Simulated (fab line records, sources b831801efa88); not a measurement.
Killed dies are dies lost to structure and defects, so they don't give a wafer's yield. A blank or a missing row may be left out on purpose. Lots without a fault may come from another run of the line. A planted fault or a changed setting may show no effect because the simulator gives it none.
Chamber matching | flow gf180mcu | GF_V5_CVD_02 on pecvd-02: 3 sister chambers
The step deposits SiO2 from TEOS, target thk 1450 nm, time 163.28 s. 6 wafers are shown with their chamber, then 8 later ones without.

WAFERS WITH THEIR CHAMBER
wafer  | chamber | heater_power_w (W)
L084.4 | 2       | 543
L086.1 | 2       | 709
L086.6 | 1       | 658
L087.1 | 1       | 538
L087.4 | 0       | 697
L088.3 | 0       | 804

WAFERS WITHOUT THEIR CHAMBER
wafer  | heater_power_w (W)
L088.4 | 648
L088.5 | 675
L090.2 | 712
L090.4 | 794
L090.6 | 678
L094.1 | 584
L094.5 | 841
L094.6 | 649

WHICH CHAMBER EACH WENT THROUGH
wafer  | from the rows above          | in truth
L088.4 | can't be placed: 2 or 1 or 0 | 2
L088.5 | can't be placed: 2 or 0 or 1 | 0
L090.2 | can't be placed: 0 or 2 or 1 | 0
L090.4 | can't be placed: 0 or 2 or 1 | 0
L090.6 | can't be placed: 2 or 0 or 1 | 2
L094.1 | can't be placed: 1 or 2 or 0 | 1
L094.5 | can't be placed: 0 or 2 or 1 | 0
L094.6 | can't be placed: 2 or 1 or 0 | 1
Placed correctly: 0 of 8. Can't be placed from these rows: 8 (the true chamber is among the candidates in 8). Placed wrongly: 0.
How it was worked out, from the rows above alone: a wafer's distance from a chamber is the root of the sum, over the readings, of the square of ((its reading less the chamber's mean) divided by the reading's scatter). The wafer belongs to the nearest chamber; if the next one is less than 2 further off, it can't be placed. A chamber's mean is the mean of its shown wafers. The scatter: the root of (the sum of the squares of (reading less its chamber's mean) over the shown wafers, divided by (wafers less chambers)).
